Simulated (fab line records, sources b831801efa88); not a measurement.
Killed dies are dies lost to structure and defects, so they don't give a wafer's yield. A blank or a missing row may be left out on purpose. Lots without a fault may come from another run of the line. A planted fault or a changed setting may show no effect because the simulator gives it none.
fab line records | flow sky130
record lots=6 wafers=18 last_day=50
route steps=708 shown SONOS_ONO@176 GATE_OXIDE@187 POLY_GATE@204 PAD_OPEN@708
lots that met no fault: from a run of the same line without faults
start_h: hours from the record's first day to the start of the lot's first wafer shown | wait_h: hours since the lot's step before | " the same as in the row above | L1.1+2: a row that stands for several wafers | - no value, or no start given | * or withheld: withheld | < > ~ a bound
route shown NAME@n: a module of which the file shows steps, and the number in the route of the first | usual: mean/standard deviation of fault-free wafers | same: alike in all rows | chamber/n: place in a boat | sites: the reading at each site | _std_site: their standard deviation | _edge_site: outer sites' mean less inner sites' | radius_mm: how far each site lies from the wafer's centre | mask NAME#n: copy n | behind: the tool/chamber that last shaped the wafer | hold: why the lot was held/for how many hours/how that ended | device: the transistor (n, p or np) that didn't switch | end of line: the same wafers' tests at the end of the route | a step without rows: its recipe alone | killed: dies lost to structure and defects at the first sort, not the wafer's yield | map: a wafer's dies, x killed, . not, _ none there
set.NAME: the setting as run; set.NAME@STEP: as run at that earlier step | model.NAME: the simulator's own value behind a step, which no gauge read
lots at some steps of the route; a table a step, a row a wafer
services: from which hour (start_h, from the record's first day; less than 0 if before it) a tool's chamber was out of use, for how many hours, and why
## steps
# step SKY_SONOS_ONO_COAT_08
# recipe resist=NOVOLAK spin_rpm=3000 resist_thk_nm=1140
# step SKY_SONOS_ONO_SOFTBAKE_09
# recipe temp_c=90 time_s=60 resist=NOVOLAK
# step SKY_SONOS_ONO_EXPOSE_10
# recipe mask_id=ONOM target_cd_nm=410 na=0.6 source_shape=conventional sigma_outer=0.6 dose_mj=150
# step SKY_SONOS_ONO_PEB_11
# recipe temp_c=withheld time_s=* resist=NOVOLAK
# step SKY_SONOS_ONO_DEVELOP_12
# recipe develop_time_s=60 dev_temp_c=23
# step SKY_SONOS_ONO_CD_MEAS_13
# recipe target_cd_nm=410
# usual cd_nm=409.7/2.3
# columns lot.wafer tool chamber start_h wait_h cd_nm
L390.4 cd_sem-02 - 297.94 0.1 413.0
L390.5 " - " " 414.0
L390.6 " - " " 410.9
L394.1 cd_sem-01 - 324.29 0.1 408.4
L394.2 " - " " 408.7
L394.6 " - " " 407.4
L405.2 cd_sem-02 - 415.86 0.1 407.5
L405.3 " - " " 407.9
L405.4 " - " " 410.4
L404.2 cd_sem-01 - 416.16 0.1 412.0
L404.3 " - " " 411.5
L404.5 " - " " 412.2
L408.3 cd_sem-02 - 442.58 0.1 410.0
L408.4 " - " " 409.3
L408.6 " - " " 411.4
L409.1 cd_sem-02 - 453.09 0.1 410.4
L409.2 " - " " 411.1
L409.5 " - " " 409.9
# step SKY_SONOS_ONO_OVL_MEAS_14
# usual SONOS_ONO_OVL=0.1/1.4
# columns lot.wafer tool chamber start_h wait_h SONOS_ONO_OVL[nm]
L390.4 overlay-01 - 298.02 0.1 -0.9
L390.5 " - " " -0.3
L390.6 " - " " 0.0
L394.1 overlay-01 - 324.41 0.1 3.3
L394.2 " - " " 0.8
L394.6 " - " " 2.9
L405.2 overlay-01 - 415.96 0.1 -0.2
L405.3 " - " " 0.4
L405.4 " - " " 0.8
L404.2 overlay-02 - 416.26 0.1 0.2
L404.3 " - " " 1.7
L404.5 " - " " 1.1
L408.3 overlay-02 - 442.67 0.1 0.8
L408.4 " - " " 0.1
L408.6 " - " " 1.2
L409.1 overlay-02 - 453.21 0.1 -1.4
L409.2 " - " " -1.0
L409.5 " - " " -1.3
# step SKY_SONOS_ONO_ETCH_15
# recipe target_depth_nm=19.52 chemistry=CHF3/O2 source_w=600 bias_w=200 pressure_mtorr=40 chf3_flow_sccm=50 O2_flow_sccm=5 time_s=8.101
# usual O2_flow_sccm=5.000/0.015 chf3_flow_sccm=50.01/0.14 drypump_motor_current_A=5.6/0.37 oes_product_au=1.000/0.012 throttle_valve_pct=8.825/0.01
# columns lot.wafer tool chamber start_h wait_h O2_flow_sccm chf3_flow_sccm drypump_motor_current_A oes_product_au rf_hours_counter_h throttle_valve_pct
L390.4 rie_diel-04 0 298.04 0.0 4.982 50.08 5.2 1.006 75 8.823
L390.5 " 2 " " 4.996 50.06 5.2 1.016 - 8.834
L390.6 " 1 " " 5.001 50.05 5.8 0.984 - 8.801
L394.1 rie_diel-02 0 324.44 0.0 5.007 50.07 5.2 1.027 44 8.819
L394.2 " 2 " " 5.001 50.06 6.0 1.000 16 8.805
L394.6 " 2 " " 4.995 50.07 6.0 1.010 - 8.824
L405.2 rie_diel-04 2 415.99 0.0 5.010 50.10 5.3 1.006 75 8.818
L405.3 " 1 " " 4.979 50.09 5.8 0.981 63 8.826
L405.4 " 0 " " 4.994 50.08 5.2 0.999 76 8.821
L404.2 rie_diel-01 2 416.29 0.0 4.998 50.08 5.8 0.994 6 8.819
L404.3 " 1 " " 4.985 50.08 5.7 1.012 80 8.827
L404.5 " 1 " " 5.013 50.15 5.8 1.004 - 8.821
L408.3 rie_diel-04 1 442.69 0.0 5.030 50.08 5.8 0.982 63 8.820
L408.4 " 3 " " 5.001 49.74 6.0 0.989 69 8.819
L408.6 " 0 " " 5.027 50.21 5.3 0.993 - 8.822
L409.1 rie_diel-01 3 453.24 0.0 5.010 49.96 4.9 1.006 3 8.847
L409.2 " 2 " " 5.006 49.80 5.8 0.997 6 8.815
L409.5 " 3 " " 5.000 50.19 4.9 1.005 - 8.823
# step SKY_SONOS_ONO_WET_ETCH_16
# recipe chemistry=dHF target_depth_nm=14 dry=n2_spin target=SiO2 dilution=100:1 temp_c=25 time_s=280
# step SKY_SONOS_ONO_STRIP_17
# recipe chemistry=O2/N2 power_w=1400 pressure_mtorr=1500 platen_temp_c=withheld o2_flow_sccm=3000 n2_flow_sccm=300 overash_fraction=0.5
# usual drypump_motor_current_A=5.8/0.32 n2_flow_sccm=300.0/0.95 oes_product_au=0.710/0.0053 strip_time_to_endpoint_s=14.09/0.036
# columns lot.wafer tool chamber start_h wait_h drypump_motor_current_A n2_flow_sccm oes_product_au rf_hours_counter_h strip_time_to_endpoint_s
L390.4 plasma_asher-03 1 298.18 0.0 6.3 299.3 0.714 - 14.09
L390.5 " 0 " " 5.2 299.5 0.709 - 14.09
L390.6 " 1 " " 6.3 300.0 0.716 - 14.09
L394.1 plasma_asher-01 0 324.55 0.0 5.5 299.9 0.706 21 14.04
L394.2 " 1 " " 6.1 299.4 0.715 21 14.03
L394.6 " 1 " " 6.1 300.6 0.712 - 14.02
L405.2 plasma_asher-02 1 416.11 0.0 5.9 300.9 0.706 71 14.09
L405.3 " 0 " " 5.6 299.9 0.703 - 14.09
L405.4 " 1 " " 5.8 299.5 0.710 - 14.08
L404.2 plasma_asher-01 1 416.41 0.0 6.1 298.8 0.700 31 14.13
L404.3 " 0 " " 5.5 299.6 0.714 - 14.10
L404.5 " 0 " " 5.5 301.0 0.715 - 14.05
L408.3 plasma_asher-01 0 442.83 0.0 5.5 301.2 0.712 - 14.09
L408.4 " 1 " " 6.1 297.8 0.716 - 14.14
L408.6 " 1 " " 6.1 298.3 0.719 - 14.10
L409.1 plasma_asher-03 0 453.35 0.0 5.2 298.5 0.708 64 14.08
L409.2 " 1 " " 6.3 300.5 0.708 64 14.08
L409.5 " 1 " " 6.3 300.2 0.712 - 14.07
# step SKY_SONOS_ONO_WET_ETCH_18
# recipe chemistry=H3PO4 target_depth_nm=15 target=Si3N4 temp_c=160 time_s=172
# step SKY_GATE_OXIDE_CLEAN_00
# recipe chemistry=SC1/SC2 mix=1:4:20 temp_c=70 time_s=150 dry=n2_spin
# step SKY_GATE_OXIDE_OXIDATION_01
# recipe temp_c=900 ambient=O2 stabilise_s=600 purge_s=300 target_thk_a=102.68 ox_time_s=1473
# usual spike_tc_bottom_C=919.4/1.3 spike_tc_centre_C=901.1/1.1 spike_tc_lower_C=900.8/1.1 spike_tc_top_C=908.8/0.98 spike_tc_upper_C=900.7/1 tube_center_temp_C=900.01/0.084 tube_center_temp_C_max=902.3/0.38 zone_power_bottom_pct=27.4/0.85 zone_power_top_pct=31.6/0.36 zone_power_upper_pct=18.4/2
# columns lot.wafer tool chamber start_h wait_h spike_tc_bottom_C spike_tc_centre_C spike_tc_lower_C spike_tc_top_C spike_tc_upper_C tube_center_temp_C tube_center_temp_C_max zone_power_bottom_pct zone_power_top_pct zone_power_upper_pct model.SiO2_of_GATE_OXIDE_OXIDATION_01.thk_nm
L390.4 furnace-02 0 298.70 0.3 918.8 902.7 900.7 910.6 901.8 900.06 902.1 28.2 31.4 20.2 10.37
L390.5 " 0 " " 922.2 902.2 901.2 907.1 900.8 899.91 902.1 28.3 30.9 20.1 10.56
L390.6 " 0 " " 919.5 903.7 899.0 908.7 900.2 900.15 902.3 28.1 31.3 20.3 10.52
L394.1 furnace-01 0 326.84 2.1 919.3 902.6 901.7 909.0 898.5 899.93 902.3 26.6 31.3 16.5 10.37
L394.2 " 0 " " 920.3 899.1 900.6 909.9 900.7 900.05 902.7 26.8 31.3 16.2 10.3
L394.6 " 0 " " 920.8 899.6 900.7 909.1 898.4 899.85 901.5 26.5 31.8 16.2 10.29
L404.2 furnace-02 0 419.51 2.9 941.6 926.2 925.0 931.5 925.6 923.56 926.1 30.0 32.9 21.6 13.24
L404.3 " 0 " " 944.1 926.8 923.9 930.8 922.9 923.43 925.3 29.6 32.9 22.0 13.32
L404.5 " 0 " " 941.4 925.8 923.8 930.7 924.1 923.41 925.6 30.0 32.8 21.9 13.21
L405.2 furnace-02 0 419.51 3.2 942.7 925.8 924.0 934.1 924.6 923.48 925.8 29.9 33.2 21.7 13
L405.3 " 0 " " 942.3 924.9 924.9 932.8 924.4 923.39 925.5 30.1 33.4 21.9 12.92
L405.4 " 0 " " 942.4 924.2 924.6 932.7 923.8 923.4 926.3 29.9 32.9 21.6 12.98
L408.3 furnace-01 0 443.01 0.0 919.7 899.9 900.9 909.6 900.1 899.89 903.0 26.5 31.6 16.6 9.863
L408.4 " 0 " " 922.0 900.8 902.2 908.1 902.0 899.97 901.7 26.7 31.8 16.4 10.11
L408.6 " 0 " " 921.8 900.2 901.4 907.1 900.8 900.01 902.0 26.7 31.1 16.3 10.11
L409.1 furnace-01 0 454.47 0.9 920.0 900.9 900.7 909.7 900.0 900.09 902.5 26.7 31.6 16.4 10.02
L409.2 " 0 " " 920.2 898.8 901.2 911.8 899.9 900.07 901.9 26.6 31.7 16.4 10.21
L409.5 " 0 " " 921.5 900.2 899.7 908.9 901.7 900.1 902.8 26.5 31.9 16.6 10.23
# step SKY_GATE_OXIDE_THK_MEAS_02
# recipe reads=SiO2_of_GATE_OXIDE_OXIDATION_01
# usual GATE_OXIDE_OXIDATION_00_THK=10.25/0.18
# columns lot.wafer tool chamber start_h wait_h GATE_OXIDE_OXIDATION_00_THK[nm]
L390.4 film_metro-01 - 300.14 0.0 10.38
L390.5 " - " " 10.54
L390.6 " - " " 10.48
L394.1 film_metro-01 - 328.25 0.0 10.42
L394.2 " - " " 10.28
L394.6 " - " " 10.30
L404.2 film_metro-01 - 420.93 0.0 13.25
L404.3 " - " " 13.28
L404.5 " - " " 13.26
L405.2 film_metro-04 - 420.93 0.0 13.00
L405.3 " - " " 12.87
L405.4 " - " " 12.99
L408.3 film_metro-04 - 444.44 0.0 9.84
L408.4 " - " " 10.14
L408.6 " - " " 10.08
L409.1 film_metro-02 - 455.88 0.0 9.98
L409.2 " - " " 10.18
L409.5 " - " " 10.20
# step SKY_GATE_OXIDE_DEHYDRATE_03
# recipe temp_c=200 time_s=60
# step SKY_GATE_OXIDE_HMDS_04
# recipe prime_time_s=60 prime_temp_c=120
# step SKY_GATE_OXIDE_COAT_05
# recipe resist=NOVOLAK spin_rpm=3000 resist_thk_nm=1140
# step SKY_GATE_OXIDE_SOFTBAKE_06
# recipe temp_c=90 time_s=58.68 resist=NOVOLAK
# step SKY_GATE_OXIDE_EXPOSE_07
# recipe mask_id=LVOM na=0.6 source_shape=conventional sigma_outer=0.6 polarization=unpolarized target_cd_nm=600 dose_mj=170
# step SKY_GATE_OXIDE_PEB_08
# recipe temp_c=withheld time_s=* resist=NOVOLAK
# step SKY_GATE_OXIDE_DEVELOP_09
# recipe resist=NOVOLAK developer=TMAH develop_time_s=60 dev_temp_c=23
# step SKY_GATE_OXIDE_OVL_MEAS_10
# usual GATE_OXIDE_OVL=0.8/1.4
# columns lot.wafer tool chamber start_h wait_h GATE_OXIDE_OVL[nm]
L390.4 overlay-02 - 325.75 0.1 0.0
L390.5 " - " " 2.2
L390.6 " - " " 2.3
L394.1 overlay-02 - 354.83 0.1 1.4
L394.2 " - " " 1.2
L394.6 " - " " 0.1
L404.2 overlay-02 - 451.19 0.1 0.7
L404.3 " - " " 0.2
L404.5 " - " " 2.7
L405.2 overlay-01 - 451.24 0.1 2.2
L405.3 " - " " 0.8
L405.4 " - " " 2.1
L408.3 overlay-02 - 475.09 0.1 1.6
L408.4 " - " " 1.1
L408.6 " - " " 1.4
L409.1 overlay-01 - 485.67 0.1 0.6
L409.2 " - " " -1.1
L409.5 " - " " -0.2
# step SKY_GATE_OXIDE_IMPLANT_11
# recipe species=B energy_kev=10 dose_cm2=2.6e+12 tilt_deg=withheld
# step SKY_GATE_OXIDE_WET_ETCH_12
# recipe chemistry=dHF target_depth_nm=16.8 dry=n2_spin target=SiO2 dilution=100:1 temp_c=25 time_s=336
# step SKY_GATE_OXIDE_STRIP_13
# recipe chemistry=O2/N2 power_w=1400 pressure_mtorr=1500 platen_temp_c=withheld o2_flow_sccm=3000 n2_flow_sccm=300 overash_fraction=0.5
# usual drypump_motor_current_A=6.1/0.5 n2_flow_sccm=300.0/0.92 oes_product_au=0.716/0.0044 strip_time_to_endpoint_s=14.19/0.039
# columns lot.wafer tool chamber start_h wait_h drypump_motor_current_A n2_flow_sccm oes_product_au rf_hours_counter_h strip_time_to_endpoint_s
L390.4 plasma_asher-03 1 326.10 0.0 6.3 299.6 0.721 - 14.18
L390.5 " 0 " " 5.2 301.0 0.717 - 14.21
L390.6 " 1 " " 6.3 299.9 0.717 - 14.23
L394.1 plasma_asher-01 1 355.12 0.0 6.1 300.5 0.721 23 14.19
L394.2 " 0 " " 5.5 299.3 0.714 23 14.19
L394.6 " 0 " " 5.5 301.0 0.719 - 14.20
L404.2 plasma_asher-04 0 451.48 0.0 6.2 299.7 0.719 77 14.23
L404.3 " 0 " " 6.2 299.5 0.711 - 14.19
L404.5 " 1 " " 6.7 299.5 0.718 - 14.19
L405.2 plasma_asher-03 0 451.52 0.0 5.2 301.2 0.723 64 14.20
L405.3 " 0 " " 5.2 301.7 0.707 - 14.23
L405.4 " 1 " " 6.3 298.9 0.717 - 14.26
L408.3 plasma_asher-04 1 475.40 0.0 6.7 297.6 0.717 - 14.21
L408.4 " 0 " " 6.2 301.9 0.710 - 14.16
L408.6 " 0 " " 6.2 302.5 0.721 - 14.15
L409.1 plasma_asher-03 1 486.18 0.0 6.3 299.5 0.715 67 14.22
L409.2 " 0 " " 5.2 299.7 0.719 67 14.15
L409.5 " 1 " " 6.3 299.6 0.715 - 14.22
# step SKY_GATE_OXIDE_TW_MEAS_14
# usual GATE_OXIDE_TW=225.3/0.97
# columns lot.wafer tool chamber start_h wait_h GATE_OXIDE_TW
L390.4 film_metro-04 - 326.20 0.1 226.5
L390.5 " - " " 226.6
L390.6 " - " " 226.6
L394.1 film_metro-02 - 355.22 0.1 225.2
L394.2 " - " " 224.9
L394.6 " - " " 225.4
L404.2 film_metro-04 - 451.59 0.1 226.0
L404.3 " - " " 226.0
L404.5 " - " " 224.6
L405.2 film_metro-02 - 451.63 0.1 225.3
L405.3 " - " " 223.5
L405.4 " - " " 224.8
L408.3 film_metro-01 - 475.49 0.1 225.6
L408.4 " - " " 224.4
L408.6 " - " " 226.0
L409.1 film_metro-02 - 486.28 0.1 224.8
L409.2 " - " " 225.4
L409.5 " - " " 224.7
# step SKY_GATE_OXIDE_CLEAN_15
# recipe chemistry=SC1/SC2 mix=1:4:20 temp_c=70 time_s=150 dry=n2_spin
# step SKY_GATE_OXIDE_OXIDATION_16
# recipe temp_c=800 ambient=O2 idle_temp_c=700 ramp_up_c_per_min=10 ramp_down_c_per_min=3 stabilise_s=600 purge_s=300 target_thk_a=35.7 ox_time_s=1915
# usual spike_tc_bottom_C=820.1/1.2 spike_tc_centre_C=801.4/1.2 spike_tc_lower_C=800.6/1 spike_tc_top_C=810.9/0.95 spike_tc_upper_C=800.7/1 tube_center_temp_C=800/0.076 tube_center_temp_C_max=802.0/0.3 zone_power_bottom_pct=21.5/0.62 zone_power_top_pct=26.14/0.26 zone_power_upper_pct=14.6/1.5
# columns lot.wafer tool chamber start_h wait_h spike_tc_bottom_C spike_tc_centre_C spike_tc_lower_C spike_tc_top_C spike_tc_upper_C tube_center_temp_C tube_center_temp_C_max zone_power_bottom_pct zone_power_top_pct zone_power_upper_pct model.SiO2_of_GATE_OXIDE_OXIDATION_01.thk_nm
L390.4 furnace-02 0 329.56 3.2 819.1 802.3 799.5 809.8 802.5 800.08 802.0 21.7 26.00 15.6 11.69
L390.5 " 0 " " 819.6 801.9 799.7 809.6 800.9 799.95 801.8 21.8 25.98 16.1 11.89
L390.6 " 0 " " 820.3 801.3 798.7 812.0 799.6 800.03 801.7 21.8 26.19 16.0 11.87
L394.1 furnace-01 0 356.46 1.1 820.0 801.5 801.0 810.4 800.6 799.98 801.9 20.6 26.11 12.9 11.73
L394.2 " 0 " " 818.8 799.8 801.2 812.3 802.8 799.92 802.1 21.0 26.44 12.7 11.68
L394.6 " 0 " " 820.9 800.3 804.1 811.0 800.8 800.12 802.0 20.9 26.32 12.9 11.67
L404.2 furnace-01 0 451.69 0.0 820.3 801.4 801.1 810.3 800.6 799.96 801.8 20.6 26.15 12.9 14.39
L404.3 " 0 " " 819.0 800.5 800.0 810.8 800.7 800.01 802.5 20.5 26.64 12.8 14.49
L404.5 " 0 " " 824.0 800.6 799.6 810.2 800.1 800.11 802.0 20.7 26.25 12.8 14.36
L405.2 furnace-02 0 451.74 0.0 820.1 801.3 801.7 810.4 799.2 799.85 802.2 21.7 26.31 16.2 14.16
L405.3 " 0 " " 820.4 801.0 801.1 811.0 801.4 800.02 802.4 22.3 26.18 16.0 14.09
L405.4 " 0 " " 818.7 802.6 799.8 810.2 801.0 799.95 801.8 22.0 25.89 15.8 14.12
L408.3 furnace-01 0 476.43 0.8 821.2 802.7 801.8 809.4 800.0 800.07 802.1 21.0 25.75 12.8 11.32
L408.4 " 0 " " 820.9 801.3 799.6 810.2 800.8 799.86 802.0 20.4 26.07 12.8 11.55
L408.6 " 0 " " 822.1 800.2 800.0 810.4 801.2 800.05 801.9 20.8 26.22 12.7 11.52
L409.1 furnace-01 0 486.39 0.0 820.5 801.7 801.1 811.6 801.0 799.85 801.7 20.4 25.85 12.7 11.41
L409.2 " 0 " " 821.3 799.1 799.1 808.7 800.3 799.86 801.6 21.0 26.08 12.8 11.57
L409.5 " 0 " " 822.4 800.1 801.7 810.1 802.3 800.05 802.1 20.6 26.46 12.8 11.6
# step SKY_POLY_GATE_CVD_00
# recipe material=poly-Si target_thk_nm=180 temp_c=620 time_s=720 pressure_mtorr=200
# step SKY_PAD_OPEN_PROBE_99
# usual killed_at_M0_to_M3=43/7.7 killed_at_M4_up=2.9/1.7 killed_at_contacts=24/5.5 killed_at_front_end=15/4 killed_at_other=0.4/0.66 killed_dies=86/9.4 killed_open=47/6.7 killed_short=38/6.2
# same gross_dies=492 killed_at_back_side=0
# columns lot.wafer tool chamber start_h wait_h killed_at_M0_to_M3 killed_at_M4_up killed_at_contacts killed_at_front_end killed_at_other killed_dies killed_open killed_short model.etest.nfet_16v.r_on_ohm_um model.etest.pfet_16v.r_on_ohm_um model.etest.tip_sonos.rs_ohm_sq model.etest.pfet_g5v0d10v5.r_on_ohm_um model.etest.nfet_g5v0d10v5.r_on_ohm_um model.etest.tip_p.rs_ohm_sq model.etest.nfet_g5v0d10v5.drive_ua_um model.etest.nfet_05v0_nvt.drive_ua_um
L390.4 prober-02 - 1093.10 0.2 33 5 30 21 4 93 53 37 1.431e+04 1.627e+04 2683 4758 1884 6935 602.2 568.9
L390.5 prober-02 - 1093.15 0.2 50 4 17 16 1 88 42 45 1.427e+04 1.522e+04 2766 4835 1904 6935 588.9 560.3
L390.6 prober-02 - 1093.20 0.2 51 4 20 10 0 85 56 29 1.434e+04 1.604e+04 2739 4790 1906 6922 584.2 563.1
L394.1 prober-02 - 1107.96 0.1 59 6 22 13 1 101 61 40 1.401e+04 1.507e+04 2694 4795 1886 6880 603.9 570.2
L394.2 prober-02 - 1108.01 0.1 39 7 28 14 0 88 57 31 1.416e+04 1.539e+04 2652 4828 1903 6876 598.7 571
L394.6 prober-02 - 1108.21 0.2 41 3 22 24 0 90 43 47 1.416e+04 1.533e+04 2648 4770 1873 6862 606.8 575.4
L404.2 prober-02 - 1169.66 0.1 37 2 25 19 1 84 50 34 1.568e+04 1.551e+04 3470 5407 2155 7047 486 473.8
L404.3 prober-02 - 1169.71 0.2 46 4 30 22 0 102 61 39 1.56e+04 1.556e+04 3486 5389 2139 7061 488.4 470.6
L404.5 prober-02 - 1169.81 0.2 38 0 19 19 0 76 45 31 1.574e+04 1.548e+04 3448 5420 2148 7022 491.5 474
L405.2 prober-01 - 1170.55 0.1 32 2 28 15 1 78 44 34 1.551e+04 1.593e+04 3371 5243 2108 7002 494.7 478.1
L405.3 prober-01 - 1170.60 0.2 35 3 38 20 1 97 55 41 1.541e+04 1.569e+04 3351 5236 2090 7038 496.9 482.6
L405.4 prober-01 - 1170.65 0.2 34 2 25 12 0 73 40 33 1.556e+04 1.582e+04 3367 5224 2092 7029 498.5 482.1
L408.3 prober-02 - 1183.77 0.2 32 2 27 16 0 77 50 27 1.4e+04 1.493e+04 2544 4782 1869 6791 616.5 587
L408.4 prober-02 - 1183.82 0.2 47 3 14 15 1 80 43 36 1.397e+04 1.476e+04 2565 4774 1865 6815 608.6 575.9
L408.6 prober-02 - 1183.92 0.2 36 2 24 7 0 69 41 27 1.41e+04 1.498e+04 2562 4715 1871 6792 617.7 581.9
L409.1 prober-01 - 1188.46 0.1 37 3 17 11 0 68 26 42 1.385e+04 1.505e+04 2565 4619 1845 6721 624.5 589.5
L409.2 prober-01 - 1188.51 0.1 47 3 21 11 0 82 41 41 1.395e+04 1.479e+04 2619 4721 1886 6735 608.5 580.1
L409.5 prober-01 - 1188.66 0.2 29 1 18 17 0 65 37 28 1.403e+04 1.496e+04 2617 4660 1854 6737 608.1 580.9
# killed by level:class
L390.4 CONTACT:geometric_particle:open=16 LI_CONTACT:geometric_particle:open=8 VIA3:geometric_particle:open=7 VIA1:geometric_particle:short=6 POLY_GATE:geometric_particle:open=5 METAL1:geometric_particle:short=5 CONTACT:geometric_particle:short=5 POLY_GATE:geometric_particle:short=4
L390.5 CONTACT:geometric_particle:open=9 VIA1:geometric_particle:open=8 VIA1:geometric_particle:short=8 VIA2:geometric_particle:open=7 VIA3:geometric_particle:open=6 METAL1:geometric_particle:short=6 METAL2:geometric_particle:short=5 FIELD_ISO:geometric_particle:open=4
L390.6 VIA1:geometric_particle:open=15 VIA3:geometric_particle:open=10 VIA2:geometric_particle:open=8 CONTACT:geometric_particle:open=7 LI_CONTACT:geometric_particle:open=6 METAL1:geometric_particle:short=4 FIELD_ISO:geometric_particle:open=3 VIA1:geometric_particle:short=3
L394.1 VIA1:geometric_particle:open=18 CONTACT:geometric_particle:open=12 VIA3:geometric_particle:open=10 VIA2:geometric_particle:open=7 VIA1:geometric_particle:short=7 FIELD_ISO:geometric_particle:open=6 CONTACT:geometric_particle:short=5 METAL1:geometric_particle:short=5
L394.2 CONTACT:geometric_particle:open=16 VIA1:geometric_particle:open=10 VIA3:geometric_particle:open=8 VIA2:geometric_particle:open=6 FIELD_ISO:geometric_particle:short=4 POLY_GATE:geometric_particle:short=4 LI_CONTACT:geometric_particle:open=4 LOCAL_INTERCONNECT:geometric_particle:short=4
L394.6 FIELD_ISO:geometric_particle:short=9 VIA1:geometric_particle:open=8 LI_CONTACT:geometric_particle:open=7 VIA1:geometric_particle:short=7 POLY_GATE:geometric_particle:open=6 LI_CONTACT:geometric_particle:short=5 CONTACT:geometric_particle:short=5 VIA2:geometric_particle:short=5
L404.2 CONTACT:geometric_particle:open=13 LI_CONTACT:geometric_particle:open=9 METAL1:geometric_particle:short=7 VIA1:geometric_particle:open=6 FIELD_ISO:geometric_particle:open=4 POLY_GATE:geometric_particle:short=4 VIA2:geometric_particle:open=4 VIA3:geometric_particle:short=4
L404.3 LI_CONTACT:geometric_particle:open=11 CONTACT:geometric_particle:open=11 VIA1:geometric_particle:open=9 FIELD_ISO:geometric_particle:open=8 FIELD_ISO:geometric_particle:short=7 METAL1:geometric_particle:short=7 VIA2:geometric_particle:open=6 CONTACT:geometric_particle:short=5
L404.5 VIA1:geometric_particle:open=10 METAL1:geometric_particle:short=9 LI_CONTACT:geometric_particle:open=7 FIELD_ISO:geometric_particle:open=6 CONTACT:geometric_particle:open=6 FIELD_ISO:geometric_particle:short=5 VIA3:geometric_particle:open=5 VIA2:geometric_particle:open=4
L405.2 CONTACT:geometric_particle:open=9 LI_CONTACT:geometric_particle:open=8 VIA2:geometric_particle:open=7 POLY_GATE:geometric_particle:open=5 CONTACT:geometric_particle:short=5 VIA3:geometric_particle:open=5 FIELD_ISO:geometric_particle:short=4 METAL1:geometric_particle:short=4
L405.3 CONTACT:geometric_particle:open=18 VIA1:geometric_particle:short=7 CONTACT:geometric_particle:short=6 VIA1:geometric_particle:open=6 POLY_GATE:geometric_particle:open=5 LI_CONTACT:geometric_particle:open=5 LOCAL_INTERCONNECT:geometric_particle:short=5 VIA3:geometric_particle:open=5
L405.4 CONTACT:geometric_particle:open=12 VIA1:geometric_particle:open=7 VIA1:geometric_particle:short=5 POLY_GATE:geometric_particle:short=4 LI_CONTACT:geometric_particle:open=4 CONTACT:geometric_particle:short=4 METAL2:geometric_particle:short=4 POLY_GATE:geometric_particle:open=3
L408.3 CONTACT:geometric_particle:open=12 VIA1:geometric_particle:open=9 VIA3:geometric_particle:open=6 VIA2:geometric_particle:open=4 LI_CONTACT:geometric_particle:open=4 LOCAL_INTERCONNECT:geometric_particle:short=4 CONTACT:geometric_particle:short=4 METAL1:geometric_particle:short=4
L408.4 VIA1:geometric_particle:open=13 FIELD_ISO:geometric_particle:open=6 METAL1:geometric_particle:short=6 LI_CONTACT:geometric_particle:open=5 LOCAL_INTERCONNECT:geometric_particle:short=4 VIA1:geometric_particle:short=4 VIA2:geometric_particle:open=4 VIA3:geometric_particle:open=4
L408.6 VIA1:geometric_particle:open=12 CONTACT:geometric_particle:open=9 VIA2:geometric_particle:open=7 LOCAL_INTERCONNECT:geometric_particle:short=6 LI_CONTACT:geometric_particle:open=5 METAL2:geometric_particle:short=5 FIELD_ISO:geometric_particle:short=2 SPACER:geometric_particle:open=2
L409.1 METAL2:geometric_particle:short=7 VIA2:geometric_particle:open=6 VIA1:geometric_particle:short=5 CONTACT:geometric_particle:open=5 POLY_GATE:geometric_particle:short=4 LI_CONTACT:geometric_particle:open=4 CONTACT:geometric_particle:short=4 VIA2:geometric_particle:short=4
L409.2 VIA3:geometric_particle:open=10 VIA1:geometric_particle:open=9 CONTACT:geometric_particle:open=7 LI_CONTACT:geometric_particle:open=5 LOCAL_INTERCONNECT:geometric_particle:short=5 METAL1:geometric_particle:short=5 VIA3:geometric_particle:short=5 FIELD_ISO:geometric_particle:open=4
L409.5 CONTACT:geometric_particle:open=7 LOCAL_INTERCONNECT:geometric_particle:short=6 VIA1:geometric_particle:open=6 VIA3:geometric_particle:open=6 FIELD_ISO:geometric_particle:open=5 METAL2:geometric_particle:short=5 VIA2:geometric_particle:open=4 FIELD_ISO:geometric_particle:short=3
## services
# columns tool chamber start_h hours kind
plasma_asher-02 - 282.24 3.0 repair
plasma_asher-03 - 285.98 6.6 repair
rie_diel-01 1 301.70 4.4 repair
rie_diel-02 3 308.32 2.8 repair
furnace-02 - 323.59 4.8 repair
furnace-01 - 350.37 3.7 pm
plasma_asher-03 - 352.82 8.9 repair
rie_diel-02 2 360.90 2.2 repair
plasma_asher-03 - 364.48 7.3 repair
furnace-02 - 378.15 4.3 pm
rie_diel-01 0 381.96 5.3 repair
plasma_asher-04 - 384.16 4.2 repair
plasma_asher-02 - 385.04 21.0 repair
rie_diel-01 0 387.29 - clean
rie_diel-01 0 387.29 23.5 scheduled_down
rie_diel-04 - 389.13 14.6 pm
rie_diel-01 1 389.61 6.0 repair
rie_diel-01 3 390.66 3.3 repair
furnace-01 - 411.96 7.2 pm
plasma_asher-02 - 421.25 9.0 pm
plasma_asher-01 - 458.78 8.1 repair
furnace-02 - 464.46 4.5 repair
plasma_asher-03 - 475.92 3.0 repair
rie_diel-01 0 485.38 13.9 repair
## key
first_sign step=SKY_GATE_OXIDE_OXIDATION_01 reading=tube_center_temp_C direction=up sigmas=99+ usual=* struck=*
effect step=SKY_GATE_OXIDE_OXIDATION_01 reading=tube_center_temp_C_max direction=up sigmas=62 usual=* struck=*
effect step=SKY_GATE_OXIDE_THK_MEAS_02 reading=GATE_OXIDE_OXIDATION_00_THK direction=up sigmas=16 usual=10.25 struck=13.11
model_effect step=SKY_GATE_OXIDE_OXIDATION_01 value=SiO2_of_GATE_OXIDE_OXIDATION_01.thk_nm without=10.26 struck=13.11
model_effect step=SKY_GATE_OXIDE_OXIDATION_16 value=SiO2_of_GATE_OXIDE_OXIDATION_01.thk_nm without=11.61 struck=14.27
model_effect step=SKY_PAD_OPEN_PROBE_99 value=etest.nfet_16v.r_on_ohm_um without=1.4e+04 struck=1.559e+04
met_at SKY_GATE_OXIDE_OXIDATION_01
struck_wafers L404.2,L404.3,L404.5,L405.2,L405.3,L405.4
tester_left_out L404,L405
onset_between 298.70 419.51
fault kind=process_parameter_drift tool=furnace-02 chamber=- onset_h=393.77 steps=SKY_GATE_OXIDE_OXIDATION_01 channel=temp_c offset=* shape=step end_h=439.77 acts_in=* stated=*
# tester_left_out: of these lots the tester's yield and bins aren't shown, on N5 and GAA mostly nor the transistor test; their killed dies are dies lost to structure and defects alone, not to doping, threshold or leakage, so they don't give the yield
